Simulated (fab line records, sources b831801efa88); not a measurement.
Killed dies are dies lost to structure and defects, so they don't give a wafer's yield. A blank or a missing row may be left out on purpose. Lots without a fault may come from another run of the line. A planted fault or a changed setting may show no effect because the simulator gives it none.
fab line records | flow sky130
record lots=6 wafers=18 last_day=50
route steps=708 shown VIA1@473 METAL2@483 PAD_OPEN@708
lots that met no fault: from a run of the same line without faults
start_h: hours from the record's first day to the start of the lot's first wafer shown | wait_h: hours since the lot's step before | " the same as in the row above | L1.1+2: a row that stands for several wafers | - no value, or no start given | * or withheld: withheld | < > ~ a bound
route shown NAME@n: a module of which the file shows steps, and the number in the route of the first | usual: mean/standard deviation of fault-free wafers | same: alike in all rows | chamber/n: place in a boat | sites: the reading at each site | _std_site: their standard deviation | _edge_site: outer sites' mean less inner sites' | radius_mm: how far each site lies from the wafer's centre | mask NAME#n: copy n | behind: the tool/chamber that last shaped the wafer | hold: why the lot was held/for how many hours/how that ended | device: the transistor (n, p or np) that didn't switch | end of line: the same wafers' tests at the end of the route | a step without rows: its recipe alone | killed: dies lost to structure and defects at the first sort, not the wafer's yield | map: a wafer's dies, x killed, . not, _ none there
set.NAME: the setting as run; set.NAME@STEP: as run at that earlier step | model.NAME: the simulator's own value behind a step, which no gauge read
lots at some steps of the route; a table a step, a row a wafer
services: from which hour (start_h, from the record's first day; less than 0 if before it) a tool's chamber was out of use, for how many hours, and why
## steps
# step SKY_VIA1_ETCH_15
# recipe target=SiO2 chemistry=C4F8/O2/Ar target_depth_nm=351 stop_on=TiN mask_material=KrF-thick source_w=1500 bias_w=1200 pressure_mtorr=40 c4f8_flow_sccm=withheld O2_flow_sccm=6 Ar_flow_sccm=300 time_s=54
# usual oes_product_au=0.984/0.0063 rf_fwd_power_W=1487/5.4
# columns lot.wafer tool chamber start_h wait_h oes_product_au rf_fwd_power_W rf_hours_counter_h
L455.1 rie_diel-04 2 825.16 0.0 0.983 1486 15
L455.3 " 1 " " 0.991 1484 8
L455.4 " 0 " " 0.994 1478 2
L456.1 rie_diel-02 1 833.26 0.0 0.994 1490 19
L456.3 " 3 " " 0.981 1482 7
L456.4 " 2 " " 0.981 1491 24
L466.1 rie_diel-04 3 920.21 0.0 0.978 1480 8
L466.4 " 2 " " 0.987 1487 18
L466.6 " 2 " " 0.985 1490 -
L468.2 rie_diel-03 3 928.08 0.0 0.994 1493 23
L468.3 " 2 " " 0.982 1491 -
L468.6 " 2 " " 0.993 1494 -
L469.1 rie_diel-02 2 934.06 0.0 0.973 1487 27
L469.2 " 1 " " 0.987 1484 22
L469.5 " 3 " " 0.978 1493 -
L473.2 rie_diel-02 1 970.66 0.0 0.985 1487 23
L473.4 " 3 " " 0.984 1485 12
L473.5 " 2 " " 0.968 1490 -
# step SKY_VIA1_STRIP_16
# recipe chemistry=O2/N2 power_w=1400 pressure_mtorr=1500 platen_temp_c=withheld o2_flow_sccm=3000 n2_flow_sccm=300 overash_fraction=0.5
# step SKY_VIA1_STRIP_17
# recipe chemistry=post_etch_residue_remover time_s=1200 temp_c=72.5
# step SKY_VIA1_CLEAN_18
# recipe chemistry=IPA time_s=180 temp_c=25
# step SKY_VIA1_CLEAN_19
# recipe chemistry=O3/DIW dry=n2_spin
# step SKY_VIA1_SPUTTER_20
# recipe material=TiN target_thk_nm=20 chamber_pressure_pa=5 power_w=4000 time_s=80
# step SKY_VIA1_CVD_21
# recipe material=W target_thk_nm=270 time_s=80.902 temp_c=400 pressure_torr=40
# usual heater_power_outer_w=505/47 heater_power_w=834/96
# columns lot.wafer tool chamber start_h wait_h heater_power_outer_w heater_power_w
L455.1 cvd_w-02 1 825.86 0.0 454 733
L455.3 " 1 " " 465 745
L455.4 " 0 " " 538 894
L456.1 cvd_w-01 0 834.07 0.0 548 943
L456.3 " 0 " " 553 948
L456.4 " 1 " " 447 755
L466.1 cvd_w-01 1 920.92 0.0 459 742
L466.4 " 0 " " 537 939
L466.6 " 1 " " 451 740
L468.2 cvd_w-01 1 928.81 0.0 453 765
L468.3 " 1 " " 469 733
L468.6 " 0 " " 542 942
L469.1 cvd_w-02 1 934.82 0.0 469 720
L469.2 " 0 " " 559 928
L469.5 " 1 " " 469 746
L473.2 cvd_w-01 0 971.37 0.0 553 953
L473.4 " 1 " " 467 756
L473.5 " 1 " " 449 750
# step SKY_VIA1_RS_MEAS_22
# recipe thk_meas_gauge=four-point-probe reads=W_of_VIA1_CVD_21+TiN_of_VIA1_SPUTTER_20
# usual VIA1_W_RS=0.424/0.0094
# columns lot.wafer tool chamber start_h wait_h VIA1_W_RS[ohm/sq]
L455.1 film_metro-03 - 825.95 0.1 0.415
L455.3 " - " " 0.414
L455.4 " - " " 0.432
L456.1 film_metro-04 - 834.16 0.1 0.424
L456.3 " - " " 0.422
L456.4 " - " " 0.424
L466.1 film_metro-02 - 921.01 0.1 0.439
L466.4 " - " " 0.424
L466.6 " - " " 0.432
L468.2 film_metro-04 - 928.93 0.1 0.435
L468.3 " - " " 0.434
L468.6 " - " " 0.423
L469.1 film_metro-04 - 934.92 0.1 0.409
L469.2 " - " " 0.426
L469.5 " - " " 0.411
L473.2 film_metro-03 - 971.48 0.1 0.420
L473.4 " - " " 0.429
L473.5 " - " " 0.425
# step SKY_VIA1_THK_MEAS_23
# recipe thk_meas_gauge=xrf reads=W_of_VIA1_CVD_21
# usual VIA1_W_THK=273/6.1
# columns lot.wafer tool chamber start_h wait_h VIA1_W_THK[nm]
L455.1 film_metro-03 - 826.07 0.1 275
L455.3 " - " " 276
L455.4 " - " " 265
L456.1 film_metro-04 - 834.28 0.1 271
L456.3 " - " " 271
L456.4 " - " " 270
L466.1 film_metro-02 - 921.13 0.1 266
L466.4 " - " " 274
L466.6 " - " " 267
L468.2 film_metro-04 - 929.04 0.1 264
L468.3 " - " " 264
L468.6 " - " " 271
L469.1 film_metro-04 - 935.04 0.1 279
L469.2 " - " " 269
L469.5 " - " " 279
L473.2 film_metro-03 - 971.59 0.1 275
L473.4 " - " " 271
L473.5 " - " " 273
# step SKY_VIA1_CMP_24
# recipe stop_on=SiO2 t_overpolish_s=15 down_force_psi=3.5 platen_rpm=60 target_thk_nm=0 pad_velocity_m_s=0.94248
# step SKY_METAL2_SPUTTER_00
# recipe material=Ti target_thk_nm=15 power_w=3000 time_s=10 chamber_pressure_pa=0.4
# step SKY_METAL2_SPUTTER_01
# recipe material=TiN target_thk_nm=20 power_w=6500 time_s=16.7 chamber_pressure_pa=0.4
# step SKY_METAL2_SPUTTER_02
# recipe material=AlCu target_thk_nm=250 power_w=10600 time_s=13.3 chamber_pressure_pa=0.4
# usual throttle_valve_pct=29.5/1
# columns lot.wafer tool chamber start_h wait_h throttle_valve_pct model.AlCu_of_METAL2_SPUTTER_02.thk_nm
L455.1 pvd_sputter-04 - 826.48 0.0 29.2 250.3
L455.3 " - " " 30.5 249.3
L455.4 " - " " 29.6 252.7
L456.1 pvd_sputter-01 - 834.69 0.0 30.7 251.5
L456.3 " - " " 29.6 248.5
L456.4 " - " " 29.9 250
L466.1 pvd_sputter-04 - 921.54 0.0 29.3 253.9
L466.4 " - " " 29.2 253.9
L466.6 " - " " 29.1 200.5
L468.2 pvd_sputter-04 - 929.43 0.0 29.3 193.8
L468.3 " - " " 30.7 190
L468.6 " - " " 29.2 194.2
L469.1 pvd_sputter-02 - 935.58 0.0 28.2 255.5
L469.2 " - " " 30.1 253.5
L469.5 " - " " 28.5 257.4
L473.2 pvd_sputter-01 - 971.99 0.0 30.5 254.4
L473.4 " - " " 31.0 254.5
L473.5 " - " " 29.8 249.8
# step SKY_METAL2_SPUTTER_03
# recipe material=Ti target_thk_nm=5 power_w=3000 time_s=3.3 chamber_pressure_pa=0.4
# step SKY_METAL2_SPUTTER_04
# recipe material=TiN target_thk_nm=70 power_w=6500 time_s=58.3 chamber_pressure_pa=0.4
# usual throttle_valve_pct=29.5/1
# columns lot.wafer tool chamber start_h wait_h throttle_valve_pct
L455.1 pvd_sputter-04 - 826.52 0.0 29.3
L455.3 " - " " 30.6
L455.4 " - " " 29.6
L456.1 pvd_sputter-01 - 834.73 0.0 30.9
L456.3 " - " " 29.4
L456.4 " - " " 29.9
L466.1 pvd_sputter-04 - 921.58 0.0 29.3
L466.4 " - " " 29.4
L466.6 " - " " 28.5
L468.2 pvd_sputter-04 - 929.48 0.0 29.3
L468.3 " - " " 30.6
L468.6 " - " " 29.4
L469.1 pvd_sputter-02 - 935.63 0.0 28.5
L469.2 " - " " 30.4
L469.5 " - " " 28.1
L473.2 pvd_sputter-01 - 972.03 0.0 30.5
L473.4 " - " " 30.8
L473.5 " - " " 30.0
# step SKY_METAL2_RS_MEAS_05
# recipe thk_meas_gauge=four-point-probe reads=TiN_of_METAL2_SPUTTER_04+Ti_of_METAL2_SPUTTER_03+AlCu_of_METAL2_SPUTTER_02+TiN_of_METAL2_SPUTTER_01+Ti_of_METAL2_SPUTTER_00
# usual METAL2_ALCU_RS=0.1262/0.0015
# columns lot.wafer tool chamber start_h wait_h METAL2_ALCU_RS[ohm/sq]
L455.1 film_metro-03 - 826.57 0.0 0.1266
L455.3 " - " " 0.1272
L455.4 " - " " 0.1253
L456.1 film_metro-01 - 834.78 0.0 0.1259
L456.3 " - " " 0.1273
L456.4 " - " " 0.1265
L466.1 film_metro-02 - 921.63 0.0 0.1250
L466.4 " - " " 0.1249
L466.6 " - " " 0.1596
L468.2 film_metro-02 - 929.55 0.0 0.1653
L468.3 " - " " 0.1686
L468.6 " - " " 0.1649
L469.1 film_metro-03 - 935.67 0.0 0.1241
L469.2 " - " " 0.1247
L469.5 " - " " 0.1230
L473.2 film_metro-02 - 972.10 0.0 0.1246
L473.4 " - " " 0.1246
L473.5 " - " " 0.1269
# step SKY_METAL2_THK_MEAS_06
# recipe thk_meas_gauge=xrf reads=AlCu_of_METAL2_SPUTTER_02
# usual METAL2_ALCU_THK=254/3.1
# columns lot.wafer tool chamber start_h wait_h METAL2_ALCU_THK[nm]
L455.1 film_metro-03 - 826.69 0.1 252
L455.3 " - " " 252
L455.4 " - " " 255
L456.1 film_metro-01 - 834.90 0.1 251
L456.3 " - " " 250
L456.4 " - " " 253
L466.1 film_metro-02 - 921.75 0.1 256
L466.4 " - " " 256
L466.6 " - " " 202
L468.2 film_metro-02 - 929.66 0.1 196
L468.3 " - " " 192
L468.6 " - " " 196
L469.1 film_metro-03 - 935.79 0.1 257
L469.2 " - " " 255
L469.5 " - " " 259
L473.2 film_metro-02 - 972.21 0.1 256
L473.4 " - " " 257
L473.5 " - " " 249
# step SKY_METAL2_DEHYDRATE_07
# recipe temp_c=200 time_s=60
# step SKY_METAL2_HMDS_08
# recipe prime_time_s=60 prime_temp_c=120
# step SKY_METAL2_COAT_09
# recipe resist=BARC temp_c=withheld time_s=withheld spin_rpm=3000 resist_thk_nm=60
# step SKY_METAL2_COAT_10
# recipe resist=KrF-thick spin_rpm=3000 resist_thk_nm=450
# step SKY_METAL2_SOFTBAKE_11
# recipe temp_c=100 time_s=90 resist=KrF-thick
# step SKY_METAL2_EXPOSE_12
# recipe mask_id=MM2 na=0.8 source_shape=annular sigma_inner=0.55 sigma_outer=0.85 target_cd_nm=140 dose_mj=28
# step SKY_METAL2_PEB_13
# recipe peb_temp_c=withheld peb_time_s=withheld resist=KrF-thick
# step SKY_METAL2_DEVELOP_14
# recipe develop_time_s=60 resist=KrF-thick dev_temp_c=21
# step SKY_METAL2_CD_MEAS_15
# recipe target_cd_nm=140
# usual cd_nm=139.5/1.4
# columns lot.wafer tool chamber start_h wait_h cd_nm
L455.1 cd_sem-01 - 853.52 - 139.5
L455.3 " - " " 139.4
L455.4 " - " " 139.6
L456.1 cd_sem-01 - 861.17 - 138.2
L456.3 " - " " 139.3
L456.4 " - " " 140.1
L466.1 cd_sem-02 - 946.47 - 138.9
L466.4 " - " " 139.4
L466.6 " - " " 141.1
L468.2 cd_sem-02 - 953.83 - 139.3
L468.3 " - " " 141.1
L468.6 " - " " 142.0
L469.1 cd_sem-02 - 960.72 - 137.7
L469.2 " - " " 138.7
L469.5 " - " " 137.9
L473.2 cd_sem-02 - 996.39 - 140.2
L473.4 " - " " 138.8
L473.5 " - " " 139.8
# step SKY_METAL2_OVL_MEAS_16
# usual METAL2_OVL=0/6.1
# columns lot.wafer tool chamber start_h wait_h METAL2_OVL[nm]
L455.1 overlay-01 - 853.64 0.1 -11
L455.3 " - " " -15
L455.4 " - " " -4
L456.1 overlay-02 - 861.29 0.1 1
L456.3 " - " " 3
L456.4 " - " " 3
L466.1 overlay-02 - 946.59 0.1 -1
L466.4 " - " " -4
L466.6 " - " " -5
L468.2 overlay-01 - 953.94 0.1 1
L468.3 " - " " -14
L468.6 " - " " 1
L469.1 overlay-02 - 960.84 0.1 8
L469.2 " - " " 2
L469.5 " - " " 5
L473.2 overlay-02 - 996.50 0.1 6
L473.4 " - " " 0
L473.5 " - " " -1
# step SKY_METAL2_DESCUM_17
# recipe chemistry=O2 source_power_w=150 bias_power_w=0 pressure_mtorr=10 temp_c=40 time_s=8
# step SKY_METAL2_ETCH_18
# recipe chemistry=N2/H2 target=BARC ion_energy_ev=200 bias_w=100 pressure_mtorr=30 n2_flow_sccm=100 h2_flow_sccm=200 icp_w=500 stop_on=SiO2 time_s=45.9 target_depth_a=600
# usual drypump_motor_current_A=5.7/0.35 oes_product_au=0.855/0.005 rf_fwd_power_W=494.9/1.8 throttle_valve_pct=13.225/0.0087
# columns lot.wafer tool chamber start_h wait_h drypump_motor_current_A oes_product_au rf_fwd_power_W rf_hours_counter_h throttle_valve_pct
L455.1 rie_metal-01 1 853.71 0.0 5.9 0.856 496.7 11 13.220
L455.3 " 0 " " 5.7 0.860 494.0 - 13.221
L455.4 " 1 " " 5.9 0.857 497.9 - 13.241
L456.1 rie_metal-03 0 861.36 0.0 5.5 0.850 498.8 13 13.212
L456.3 " 1 " " 6.3 0.853 496.5 - 13.223
L456.4 " 0 " " 5.5 0.844 497.0 - 13.211
L466.1 rie_metal-03 1 946.66 0.0 6.3 0.852 492.2 8 13.235
L466.4 " 0 " " 5.5 0.859 495.6 - 13.226
L466.6 " 1 " " 6.3 0.853 492.5 - 13.219
L468.2 rie_metal-03 1 954.00 0.0 6.3 0.852 495.1 9 13.221
L468.3 " 1 " " 6.3 0.852 495.9 - 13.221
L468.6 " 1 " " 6.3 0.845 496.0 - 13.222
L469.1 rie_metal-01 1 960.91 0.0 5.9 0.854 497.3 15 13.232
L469.2 " 0 " " 5.7 0.860 494.8 12 13.224
L469.5 " 0 " " 5.7 0.854 494.6 - 13.234
L473.2 rie_metal-04 0 996.56 0.0 5.4 0.853 491.9 17 13.230
L473.4 " 1 " " 5.1 0.859 493.3 - 13.221
L473.5 " 1 " " 5.2 0.860 493.7 - 13.211
# step SKY_METAL2_METAL_ETCH_19
# recipe target_depth_a=3600 stop_on=SiO2 over_etch_frac=0.3 time_s=78 chemistry=Cl2/BCl3 resist_sidewall_deg=88 pressure_mtorr=10 icp_w=900 bias_w=48.5 Cl2_flow_sccm=60 bcl3_flow_sccm=30
# usual drypump_motor_current_A=5.7/0.34 oes_product_au=0.856/0.006 rf_fwd_power_W=894/3.1 throttle_valve_pct=22.265/0.0094
# columns lot.wafer tool chamber start_h wait_h drypump_motor_current_A oes_product_au rf_fwd_power_W rf_hours_counter_h throttle_valve_pct
L455.1 rie_metal-01 1 853.77 0.0 5.9 0.854 889 11 22.272
L455.3 " 0 " " 5.7 0.852 895 - 22.272
L455.4 " 1 " " 5.9 0.859 892 - 22.268
L456.1 rie_metal-03 0 861.42 0.0 5.5 0.857 892 13 22.266
L456.3 " 1 " " 6.3 0.854 888 - 22.269
L456.4 " 0 " " 5.5 0.857 893 - 22.263
L466.1 rie_metal-03 1 946.72 0.0 6.3 0.858 893 8 22.270
L466.4 " 0 " " 5.5 0.861 897 - 22.264
L466.6 " 1 " " 6.3 0.815 895 - 22.246
L468.2 rie_metal-03 1 954.06 0.0 6.3 0.807 897 9 22.266
L468.3 " 1 " " 6.3 0.790 897 - 22.265
L468.6 " 1 " " 6.3 0.805 900 - 22.267
L469.1 rie_metal-01 1 960.97 0.0 5.9 0.859 897 15 22.257
L469.2 " 0 " " 5.7 0.863 898 12 22.276
L469.5 " 0 " " 5.7 0.848 894 - 22.259
L473.2 rie_metal-04 0 996.62 0.0 5.5 0.863 894 17 22.254
L473.4 " 1 " " 5.2 0.866 889 - 22.264
L473.5 " 1 " " 5.2 0.850 890 - 22.265
# step SKY_METAL2_STRIP_20
# recipe chemistry=O2/N2 power_w=1400 pressure_mtorr=1500 platen_temp_c=withheld o2_flow_sccm=3000 n2_flow_sccm=300 overash_fraction=0.5
# usual drypump_motor_current_A=5.2/0.45 oes_product_au=0.342/0.0048 strip_time_to_endpoint_s=2.68/0.052
# same overash_fraction=0.5
# columns lot.wafer tool chamber start_h wait_h drypump_motor_current_A oes_product_au rf_hours_counter_h strip_time_to_endpoint_s
L455.1 plasma_asher-04 0 853.86 0.1 4.9 0.343 11 2.59
L455.3 " 1 " " 5.2 0.343 - 2.65
L455.4 " 0 " " 4.9 0.344 - 2.60
L456.1 plasma_asher-01 1 861.51 0.1 4.6 0.340 73 2.75
L456.3 " 0 " " 5.9 0.346 - 2.74
L456.4 " 1 " " 4.6 0.346 - 2.71
L466.1 plasma_asher-01 0 946.81 0.1 5.9 0.339 81 2.69
L466.4 " 1 " " 4.7 0.351 - 2.74
L466.6 " 0 " " 5.9 0.345 - 2.72
L468.2 plasma_asher-04 0 954.15 0.1 4.9 0.344 21 2.72
L468.3 " 0 " " 4.9 0.347 - 2.76
L468.6 " 0 " " 4.9 0.339 - 2.75
L469.1 plasma_asher-04 1 961.06 0.1 5.2 0.331 22 2.66
L469.2 " 0 " " 4.9 0.343 22 2.70
L469.5 " 1 " " 5.2 0.343 - 2.69
L473.2 plasma_asher-04 1 996.71 0.1 5.2 0.336 26 2.66
L473.4 " 1 " " 5.2 0.341 - 2.75
L473.5 " 0 " " 4.9 0.342 - 2.73
# step SKY_PAD_OPEN_PROBE_99
# usual defect_limited_yield=82.3/1.8 killed_at_M0_to_M3=43/6 killed_at_M4_up=3.2/1.9 killed_at_contacts=25/5.4 killed_at_front_end=15/4.5 killed_at_other=0.3/0.59 killed_dies=87/8.7 killed_open=47/6.7 killed_short=39/5.7 sort_bin_3_pad_short=0.9/0.43 sort_bin_5_function=10.4/1.4 sort_bin_6_memory=6.4/1.2 sort_n_pass=405/8.7 sort_yield_pct=82.3/1.8
# same gross_dies=492 killed_at_back_side=0 sort_bin_4_leakage[%]=0 sort_bin_8_speed[%]=0
# columns lot.wafer tool chamber start_h wait_h defect_limited_yield[%] killed_at_M0_to_M3 killed_at_M4_up killed_at_contacts killed_at_front_end killed_at_other killed_dies killed_open killed_short sort_bin_3_pad_short[%] sort_bin_5_function[%] sort_bin_6_memory[%] sort_n_pass sort_yield_pct[%] model.etest.met2.line_ohm_um model.etest.met2.rs_ohm_sq
L455.1 prober-01 - 1106.27 0.1 82.9 48 3 19 14 0 84 44 40 0.2 9.8 7.1 408 82.9 0.9279 0.1285
L455.3 prober-01 - 1106.37 0.2 79.3 51 3 35 13 0 102 59 43 1.2 12.8 6.7 390 79.3 0.947 0.1289
L455.4 prober-01 - 1106.42 0.2 81.5 45 6 22 18 0 91 41 50 1.4 11.4 5.7 401 81.5 0.9222 0.1264
L456.1 prober-02 - 1108.90 0.1 82.1 41 8 22 17 0 88 56 32 1.2 10.4 6.3 404 82.1 0.9607 0.128
L456.3 prober-02 - 1109.00 0.2 82.5 36 2 25 23 0 86 43 43 1.2 8.1 8.1 406 82.5 0.9354 0.1301
L456.4 prober-02 - 1109.05 0.2 80.1 50 2 30 15 1 98 51 47 0.8 10.8 8.3 394 80.1 0.9555 0.1298
L466.1 prober-02 - 1176.09 0.1 83.3 47 3 15 17 0 82 48 34 1.6 8.9 6.1 410 83.3 0.9173 0.126
L466.4 prober-02 - 1176.24 0.2 83.1 38 3 30 12 0 83 43 40 1.0 9.8 6.1 409 83.1 0.9504 0.1274
L466.6 prober-02 - 1176.34 0.2 82.5 36 4 32 12 2 86 48 36 0.6 10.2 6.7 406 82.5 1.156 0.1627
L468.2 prober-02 - 1179.08 0.1 87.0 37 0 20 7 0 64 34 30 0.8 6.9 5.3 428 87.0 1.233 0.1664
L468.3 prober-02 - 1179.13 0.2 80.9 48 2 27 17 0 94 53 41 0.8 9.8 8.5 398 80.9 1.205 0.1695
L468.6 prober-02 - 1179.28 0.2 82.5 35 4 31 16 0 86 44 42 1.8 9.1 6.5 406 82.5 1.217 0.1695
L469.1 prober-01 - 1188.19 0.1 80.7 49 2 26 18 0 95 48 47 1.2 10.4 7.7 397 80.7 0.9318 0.1255
L469.2 prober-01 - 1188.24 0.1 78.5 58 5 18 25 0 106 56 50 1.2 14.0 6.3 386 78.5 0.885 0.1267
L469.5 prober-01 - 1188.39 0.2 81.7 44 1 26 19 0 90 44 46 1.2 11.4 5.7 402 81.7 0.9034 0.125
L473.2 prober-01 - 1210.14 0.1 83.3 44 2 25 11 0 82 45 37 0.6 9.3 6.7 410 83.3 0.8821 0.1257
L473.4 prober-01 - 1210.24 0.2 84.1 38 4 23 13 0 78 45 33 1.4 9.3 5.1 414 84.1 0.886 0.1259
L473.5 prober-01 - 1210.29 0.2 83.1 43 2 27 11 0 83 49 34 0.8 10.4 5.7 409 83.1 0.8874 0.1276
# killed by level:class
L455.1 VIA3:geometric_particle:open=11 CONTACT:geometric_particle:open=8 METAL1:geometric_particle:short=6 VIA3:geometric_particle:short=6 FIELD_ISO:geometric_particle:open=5 POLY_GATE:geometric_particle:short=5 VIA1:geometric_particle:open=5 VIA1:geometric_particle:short=5
L455.3 VIA1:geometric_particle:open=20 LI_CONTACT:geometric_particle:open=12 VIA3:geometric_particle:open=8 VIA1:geometric_particle:short=7 CONTACT:geometric_particle:short=6 CONTACT:geometric_particle:open=6 LI_CONTACT:geometric_particle:short=5 LOCAL_INTERCONNECT:geometric_particle:short=5
L455.4 VIA1:geometric_particle:open=10 VIA3:geometric_particle:open=9 FIELD_ISO:geometric_particle:short=8 METAL1:geometric_particle:short=8 LI_CONTACT:geometric_particle:open=7 CONTACT:geometric_particle:open=5 METAL2:geometric_particle:short=5 LI_CONTACT:geometric_particle:short=4
L456.1 CONTACT:geometric_particle:open=13 VIA1:geometric_particle:open=8 VIA3:geometric_particle:open=7 POLY_GATE:geometric_particle:open=5 METAL2:geometric_particle:short=5 CONTACT:geometric_particle:short=5 METAL1:geometric_particle:short=5 METAL4:geometric_particle:short=5
L456.3 CONTACT:geometric_particle:open=9 VIA2:geometric_particle:open=8 CONTACT:geometric_particle:short=5 VIA3:geometric_particle:open=5 VIA3:geometric_particle:short=5 FIELD_ISO:geometric_particle:open=4 POLY_GATE:geometric_particle:short=4 LI_CONTACT:geometric_particle:open=4
L456.4 LI_CONTACT:geometric_particle:open=9 CONTACT:geometric_particle:open=9 VIA3:geometric_particle:short=9 VIA1:geometric_particle:open=8 CONTACT:geometric_particle:short=8 VIA3:geometric_particle:open=6 FIELD_ISO:geometric_particle:open=5 METAL1:geometric_particle:short=5
L466.1 VIA1:geometric_particle:open=14 LI_CONTACT:geometric_particle:open=6 FIELD_ISO:geometric_particle:open=5 VIA2:geometric_particle:open=5 VIA3:geometric_particle:open=5 LOCAL_INTERCONNECT:geometric_particle:short=4 VIA2:geometric_particle:short=4 METAL1:geometric_particle:short=4
L466.4 CONTACT:geometric_particle:open=11 CONTACT:geometric_particle:short=10 VIA1:geometric_particle:open=10 LI_CONTACT:geometric_particle:open=6 FIELD_ISO:geometric_particle:short=5 VIA2:geometric_particle:short=5 VIA2:geometric_particle:open=5 METAL1:geometric_particle:short=4
L466.6 CONTACT:geometric_particle:open=15 VIA1:geometric_particle:open=9 POLY_GATE:geometric_particle:open=6 LI_CONTACT:geometric_particle:open=5 LOCAL_INTERCONNECT:geometric_particle:short=5 CONTACT:geometric_particle:short=5 VIA1:geometric_particle:short=5 VIA2:geometric_particle:open=5
L468.2 CONTACT:geometric_particle:open=7 VIA1:geometric_particle:open=7 METAL1:geometric_particle:short=6 VIA3:geometric_particle:open=6 CONTACT:geometric_particle:short=5 VIA2:geometric_particle:open=5 FIELD_ISO:geometric_particle:short=4 LI_CONTACT:geometric_particle:short=3
L468.3 CONTACT:geometric_particle:open=10 METAL2:geometric_particle:short=9 METAL1:geometric_particle:open=8 VIA1:geometric_particle:open=7 LI_CONTACT:geometric_particle:short=6 VIA3:geometric_particle:open=6 VIA2:geometric_particle:open=6 METAL1:geometric_particle:short=5
L468.6 CONTACT:geometric_particle:short=9 LI_CONTACT:geometric_particle:open=8 CONTACT:geometric_particle:open=8 VIA1:geometric_particle:open=7 METAL3:geometric_particle:short=6 METAL1:geometric_particle:short=6 FIELD_ISO:geometric_particle:short=5 VIA3:geometric_particle:open=4
L469.1 CONTACT:geometric_particle:open=15 VIA1:geometric_particle:open=11 FIELD_ISO:geometric_particle:short=8 LOCAL_INTERCONNECT:geometric_particle:short=6 METAL1:geometric_particle:short=6 VIA3:geometric_particle:open=6 METAL3:geometric_particle:short=6 VIA1:geometric_particle:short=5
L469.2 VIA1:geometric_particle:open=12 METAL1:geometric_particle:short=11 FIELD_ISO:geometric_particle:open=9 VIA1:geometric_particle:short=8 VIA3:geometric_particle:open=6 POLY_GATE:geometric_particle:short=5 POLY_GATE:geometric_particle:open=5 LI_CONTACT:geometric_particle:open=5
L469.5 VIA1:geometric_particle:open=12 CONTACT:geometric_particle:short=9 CONTACT:geometric_particle:open=7 VIA2:geometric_particle:open=7 VIA1:geometric_particle:short=7 POLY_GATE:geometric_particle:short=5 LI_CONTACT:geometric_particle:open=5 LOCAL_INTERCONNECT:geometric_particle:short=5
L473.2 VIA1:geometric_particle:open=9 CONTACT:geometric_particle:open=7 VIA2:geometric_particle:open=6 CONTACT:geometric_particle:short=5 METAL2:geometric_particle:short=5 POLY_GATE:geometric_particle:open=4 LOCAL_INTERCONNECT:geometric_particle:open=4 LOCAL_INTERCONNECT:geometric_particle:short=4
L473.4 LI_CONTACT:geometric_particle:open=8 CONTACT:geometric_particle:open=7 VIA1:geometric_particle:open=6 VIA2:geometric_particle:open=6 CONTACT:geometric_particle:short=5 METAL2:geometric_particle:short=4 METAL1:geometric_particle:short=4 METAL1:geometric_particle:open=4
L473.5 VIA1:geometric_particle:open=12 CONTACT:geometric_particle:open=7 VIA3:geometric_particle:open=7 LI_CONTACT:geometric_particle:short=6 VIA2:geometric_particle:open=6 POLY_GATE:geometric_particle:open=5 LI_CONTACT:geometric_particle:open=5 CONTACT:geometric_particle:short=5
## services
# columns tool chamber start_h hours kind
plasma_asher-01 - 805.76 2.8 pm
rie_diel-04 - 825.39 0.6 repair
rie_diel-04 1 829.96 9.1 repair
plasma_asher-01 - 833.46 3.6 repair
rie_diel-03 - 835.09 0.1 repair
rie_metal-04 - 842.63 0.7 repair
pvd_sputter-01 - 853.43 13.4 repair
pvd_sputter-02 - 863.63 7.7 repair
rie_diel-04 3 875.23 5.5 repair
rie_metal-04 0 882.02 5.4 repair
rie_diel-02 0 882.10 8.4 repair
cvd_w-01 - 886.48 0.6 repair
cvd_w-02 - 904.00 14.0 pm
cvd_w-02 0 904.00 14.0 vent_cycle
rie_diel-03 0 919.86 11.3 repair
pvd_sputter-01 - 921.39 1.7 repair
rie_diel-03 1 925.90 2.8 repair
rie_metal-04 - 950.01 14.6 pm
rie_diel-04 1 967.04 4.1 repair
pvd_sputter-01 - 967.40 4.0 repair
rie_diel-02 3 971.26 4.9 repair
rie_diel-04 - 971.53 2.8 pm
cvd_w-02 - 974.57 6.9 pm
cvd_w-01 - 983.16 0.7 repair
## key
first_sign step=SKY_METAL2_RS_MEAS_05 reading=METAL2_ALCU_RS direction=up sigmas=26 usual=0.1262 struck=0.1646
effect step=SKY_METAL2_THK_MEAS_06 reading=METAL2_ALCU_THK direction=down sigmas=18 usual=254 struck=196
effect step=SKY_METAL2_METAL_ETCH_19 reading=oes_product_au direction=down sigmas=8.7 usual=0.856 struck=0.804
model_effect step=SKY_METAL2_SPUTTER_02 value=AlCu_of_METAL2_SPUTTER_02.thk_nm without=250.1 struck=194.6
model_effect step=SKY_PAD_OPEN_PROBE_99 value=etest.met2.line_ohm_um without=0.9262 struck=1.203
met_at SKY_METAL2_SPUTTER_02
struck_wafers L466.6,L468.2,L468.3,L468.6
onset_between 826.48 921.54
fault kind=process_parameter_drift tool=pvd_sputter-04 chamber=- onset_h=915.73 steps=SKY_METAL2_SPUTTER_02 channel=target_thk_nm offset=-55.484 shape=step end_h=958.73 scope=struck_wafers_only acts_in=these_recipes_only stated=250
